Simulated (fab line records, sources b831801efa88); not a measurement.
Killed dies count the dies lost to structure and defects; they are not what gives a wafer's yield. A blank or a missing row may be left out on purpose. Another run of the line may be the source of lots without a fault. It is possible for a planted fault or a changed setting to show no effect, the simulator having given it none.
8D (eight disciplines) problem report, filled in by code || flow sky130 || the parts of the form that need people (team, actions taken, sign-off) are left out

== 1. WHAT WENT WRONG ==
heater_power_total_W at SKY_CAP2M_SOFTBAKE_08 reads a mean of 67.58 W on 6 wafers of 2 lots; wafers without a fault read 56.59 W with a standard deviation of 0.041. That is +99 or more standard deviations from the usual mean.
The step: time 60 s.
First seen on wafer L844.1, day 42 19:22, on litho_track-01. The record has a number at this step for 33 wafers belonging to 11 lots. The rule behind "out" and "out of limits": a value lying over 4 standard deviations away from the usual mean. All remaining wafers that have a number are taken as sound.

== 2. WHAT THIS IS AND IS NOT ==
{"question": "which readings at this step", "is": "heater_power_total_W, plate_temp_C", "is not": "chill_plate_temp_C"}
{"question": "which lots", "is": "L844, L848", "is not": "L837, L838, L839, L840, L842, L853, L855, L856, L859"}
{"question": "which wafers of those lots", "is": "all that have a number", "is not": "-"}
{"question": "read on which tools", "is": "litho_track-01", "is not": "litho_track-02, litho_track-03"}
{"question": "when", "is": "from day 42 19:22", "is not": "up to then (15 sound wafers); but 12 sound wafers of L853, L855, L856, L859 came after"}

== 3. THE SUSPECTS, EACH WITH WHAT RULES IT OUT ==
Counting: a tool stays on the suspect list if, at a process step up to the reading, it processed all lots that are out and no sound lot following the first of them.
- pvd_sputter-03 at SKY_METAL4_SPUTTER_04 (material TiN, target thk 70 nm, time 58.3 s): ruled out as a lasting fault. Following L844 (day 42 07:29), the first lot on it that is out, the sound lots L855, L856, L859 were run on it.
- litho_track-01 at SKY_CAP2M_SOFTBAKE_08 (time 60 s): kept. It processed each lot that is out, first L844 at day 42 19:22, and no sound lot thereafter; up to then, the last sound lot it processed was L842 at day 42 05:01. On those wafers its own readings are out: heater_power_total_W, plate_temp_C.
After counting, what remains is litho_track-01 at SKY_CAP2M_SOFTBAKE_08.

== 4. THE CAUSE (what the simulator had put in) ==
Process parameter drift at SKY_CAP2M_SOFTBAKE_08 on litho_track-01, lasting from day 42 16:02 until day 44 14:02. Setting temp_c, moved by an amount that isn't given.
This tool alone remained once counting was done.

== 5. SEQUENCE OF EFFECTS, ordered by route ==
Rows list readings where the struck wafers' mean (over those with a number) sits beyond 3 standard deviations from the usual. Readings are gone through only where the record gives a usual standard deviation; hours: the median, over the lots, of the time from a lot's start at the first step in this table giving one to that lot's start at this step; sigmas: the change measured in usual standard deviations.
{"hours": 0, "step": "SKY_CAP2M_SOFTBAKE_08", "reading": "heater_power_total_W", "usual": "56.59 W", "on struck wafers": 67.58, "change": "+10.99", "sigmas": "+99 or more"}
{"hours": 0, "step": "SKY_CAP2M_SOFTBAKE_08", "reading": "plate_temp_C", "usual": "89.98 C", "on struck wafers": 102.26, "change": "+12.28", "sigmas": "+99 or more"}
{"hours": 12, "step": "SKY_CAP2M_STRIP_14", "reading": "strip_time_to_endpoint_s", "usual": "12.64 s", "on struck wafers": 12.22, "change": -0.42, "sigmas": -7.1}
The process steps in it:
- SKY_CAP2M_SOFTBAKE_08: time 60 s.
- SKY_CAP2M_STRIP_14: strips in O2/N2.

== 6. WHAT WOULD HAVE CAUGHT IT SOONER ==
First out-of-limits reading in this record: day 42 19:22, which is 3 hours after fault onset at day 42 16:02.
